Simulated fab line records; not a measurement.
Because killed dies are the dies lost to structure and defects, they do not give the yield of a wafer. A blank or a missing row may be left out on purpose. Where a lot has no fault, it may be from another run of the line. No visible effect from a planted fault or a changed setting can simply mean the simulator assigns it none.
Comparing a struck lot with a sound one | flow sky130 | 25 steps out of a route of 708
Sound: wafers L522.1, L522.4, L522.5. Wafers L517.1, L517.3, L517.5 were the ones struck. The cause is named last.
At each step with rows: each side's tool, then ch and its chambers, then its first start. Under that, the readings that differ: sound wafers | struck wafers | difference of the means | sigmas: that difference in standard deviations of wafers without a fault.
alike: a reading whose means differ by less than 2 such deviations, as well as words and numbers matching on both sides. not compared: withheld readings; readings where some wafer has no value; bounds like >300 that might hide an equal value; numbers whose values overlap and for which the record gives no deviation.
A row with sigmas, a row that says differs or no value, or rows on one side alone: a step with any of these is where the two part. When numbers do not overlap yet have no deviation, they are printed without sigmas and do not part them. A reading that every wafer of one side lacks parts them only if that side has two wafers or more.

SKY_NWELL_RS_MEAS_31: the measuring method here is four-point-probe.
  sound on film-metro-03 at day 9 01:46; struck on film-metro-03 at day 7 18:57
  reading          | sound          | struck         | difference | sigmas
  PWDE_RS (ohm/sq) | 5302 5325 5319 | 5265 5276 5256 | -50        | -3
then, 7 steps without rows for these wafers: SKY_VT_ADJUST_HVTP_DEHYDRATE_00 (time 60 s); SKY_VT_ADJUST_HVTP_HMDS_01 (prime time 60 s); SKY_VT_ADJUST_HVTP_COAT_02 (resist thk 1140 nm); SKY_VT_ADJUST_HVTP_SOFTBAKE_03 (time 60 s); SKY_VT_ADJUST_HVTP_EXPOSE_04 (exposes mask HVTPM, target cd 380 nm); SKY_VT_ADJUST_HVTP_PEB_05; SKY_VT_ADJUST_HVTP_DEVELOP_06 (develop time 60 s).
SKY_VT_ADJUST_HVTP_CD_MEAS_07 targets a cd of 380 nm.
  sound on cd-sem-01 at day 9 22:34; struck on cd-sem-02 at day 8 15:10
  alike: cd-nm
SKY_VT_ADJUST_HVTP_OVL_MEAS_08:
  sound on overlay-02 at day 9 22:41; struck on overlay-02 at day 8 15:17
  alike: VT_ADJUST_HVTP_OVL
following that, these wafers have no rows for 1 step: SKY_VT_ADJUST_HVTP_IMPLANT_09.
SKY_VT_ADJUST_HVTP_STRIP_10: strips in O2/N2.
  sound on plasma-asher-03 ch 0,1, day 9 22:53; struck on plasma-asher-03 ch 1, day 8 15:29
  no value came back on the struck wafers for chamber-pressure-mTorr (mTorr), drypump-motor-current-A (A), oes-product-au (a.u.), strip-time-to-endpoint-s (s); on the sound wafers chamber-pressure-mTorr (mTorr) reads 1501.0 1499.4 1499.3
  reading                                             | sound | struck         | difference | sigmas
  model.NOVOLAK_of_VT_ADJUST_HVTP_COAT_02.thk-nm (nm) | 0 0 0 | 1135 1139 1140 | +1138      |
  not compared: rf-hours-counter-h
SKY_VT_ADJUST_HVTP_TW_MEAS_11:
  sound on film-metro-02 at day 9 22:59; struck on film-metro-04 at day 8 15:35
  alike: VT_ADJUST_HVTP_TW
then, 7 steps without rows for these wafers: SKY_VT_ADJUST_LVTN_DEHYDRATE_00 (time 60 s); SKY_VT_ADJUST_LVTN_HMDS_01 (prime time 60 s); SKY_VT_ADJUST_LVTN_COAT_02 (resist thk 3000 nm); SKY_VT_ADJUST_LVTN_SOFTBAKE_03; SKY_VT_ADJUST_LVTN_EXPOSE_04 (exposes mask NWM COMPLEMENT LESS NATIVE, target cd 840 nm); SKY_VT_ADJUST_LVTN_PEB_05; SKY_VT_ADJUST_LVTN_DEVELOP_06 (develop time 60 s).
SKY_VT_ADJUST_LVTN_OVL_MEAS_07:
  sound on overlay-01 at day 10 20:55; struck on overlay-01 at day 9 11:35
  alike: VT_ADJUST_LVTN_OVL
following that, these wafers have no rows for 1 step: SKY_VT_ADJUST_LVTN_IMPLANT_08.
SKY_VT_ADJUST_LVTN_STRIP_09: strips in O2/N2.
  sound on plasma-asher-02 ch 0,1, day 10 21:06; struck on plasma-asher-02 ch 0,1, day 9 11:47
  reading                      | sound             | struck            | difference | sigmas
  oes-product-au (a.u.)        | 0.719 0.719 0.715 | 0.723 0.733 0.726 | +0.010     | +2
  strip-time-to-endpoint-s (s) | 36.97 36.97 36.97 | 53.64 53.58 53.67 | +16.66     | +99 or more
  alike: chamber-pressure-mTorr, drypump-motor-current-A
  not compared: rf-hours-counter-h
SKY_VT_ADJUST_LVTN_TW_MEAS_10:
  sound on film-metro-02 at day 10 21:12; struck on film-metro-04 at day 9 11:53
  reading           | sound             | struck         | difference | sigmas
  VT_ADJUST_LVTN_TW | 238.2 239.9 239.1 | 29.6 29.6 29.8 | -209.4     | -99 or more
then, 1 step without rows for these wafers: SKY_VT_ADJUST_LVTN_DEHYDRATE_11 (time 60 s).

WHERE THEY PART
First at SKY_NWELL_RS_MEAS_31; last, within this record, at SKY_VT_ADJUST_LVTN_TW_MEAS_10.

WHY: what the simulator had put in
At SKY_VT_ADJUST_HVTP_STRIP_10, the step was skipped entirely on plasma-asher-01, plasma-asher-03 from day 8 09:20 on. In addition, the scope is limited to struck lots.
